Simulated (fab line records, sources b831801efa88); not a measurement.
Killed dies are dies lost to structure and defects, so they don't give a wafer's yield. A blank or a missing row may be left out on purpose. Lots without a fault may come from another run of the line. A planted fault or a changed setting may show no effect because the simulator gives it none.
Problem report in the 8D (eight disciplines) form, filled by code | flow sky130 | the parts of the form that need people (team, actions taken, sign-off) are left out

1. THE PROBLEM
spike_tc_centre_C at SKY_GATE_OXIDE_OXIDATION_16 reads a mean of 788.3 C on 6 wafers of 2 lots; wafers without a fault read 800.7 C with a standard deviation of 1.1. That is -11 standard deviations from the usual mean.
The step: stabilise 600 s, purge 300 s, target thk 3.57 nm.
First seen on wafer L844.1, day 21 05:57, on furnace-02. The record holds 18 wafers of 6 lots with a number at this step. Rule for "out", or "out of limits": more than 4 standard deviations from the usual mean. The other wafers with a number count as sound.

2. WHAT IT IS AND WHAT IT IS NOT
question                    | is                                                                                       | is not
which readings at this step | spike_tc_centre_C, spike_tc_bottom_C, spike_tc_lower_C, spike_tc_top_C, spike_tc_upper_C | zone_power_lower_pct
which lots                  | L844, L845                                                                               | L826, L832, L833, L839
which wafers of those lots  | all that have a number                                                                   | -
read on which tools         | furnace-02                                                                               | furnace-01
when                        | from day 21 05:57                                                                        | up to then (12 sound wafers)

3. SUSPECTS, AND WHAT RULES EACH OUT
Counting: a tool at a process step up to the reading stays a suspect if it ran every lot that is out and no sound lot after the first of them.
- furnace-02 at SKY_GATE_OXIDE_OXIDATION_16 (stabilise 600 s, purge 300 s, target thk 3.57 nm): kept. It ran every lot that is out, first L844 (day 21 05:57), and no sound lot after that; its last sound lot up to then is L833 (day 17 10:07). Its own readings are out on those wafers: spike_tc_bottom_C, spike_tc_centre_C, spike_tc_lower_C, spike_tc_top_C, spike_tc_upper_C.
Left after counting: furnace-02 at SKY_GATE_OXIDE_OXIDATION_16.

4. THE CAUSE (what the simulator had put in)
Process parameter drift: furnace-02, from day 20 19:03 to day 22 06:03, at SKY_GATE_OXIDE_OXIDATION_16. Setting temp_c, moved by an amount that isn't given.
Counting left only this tool.

5. THE CHAIN OF EFFECTS, in route order
Each row: a reading whose mean over the struck wafers that have a number lies more than 3 standard deviations from the usual. Only readings for which the record gives a usual standard deviation are gone through. hours: the time from each lot's start at the first step in this table that gives one to its start at this step, as a median over the lots. sigmas: the change in usual standard deviations.
hours | step                        | reading           | usual   | on struck wafers | change | sigmas
0     | SKY_GATE_OXIDE_OXIDATION_16 | spike_tc_bottom_C | 820.3 C | 806.9            | -13.4  | -7.1
0     | SKY_GATE_OXIDE_OXIDATION_16 | spike_tc_centre_C | 800.7 C | 788.3            | -12.4  | -11
0     | SKY_GATE_OXIDE_OXIDATION_16 | spike_tc_lower_C  | 801.3 C | 789.8            | -11.5  | -10
0     | SKY_GATE_OXIDE_OXIDATION_16 | spike_tc_top_C    | 811.7 C | 801.2            | -10.5  | -4.6
0     | SKY_GATE_OXIDE_OXIDATION_16 | spike_tc_upper_C  | 800.2 C | 788.8            | -11.4  | -10
The process steps in it:
- SKY_GATE_OXIDE_OXIDATION_16: stabilise 600 s, purge 300 s, target thk 3.57 nm.

6. WHAT WOULD HAVE CAUGHT IT SOONER
In this record the first reading out of limits was taken at day 21 05:57, 11 hours after the fault began at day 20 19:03.
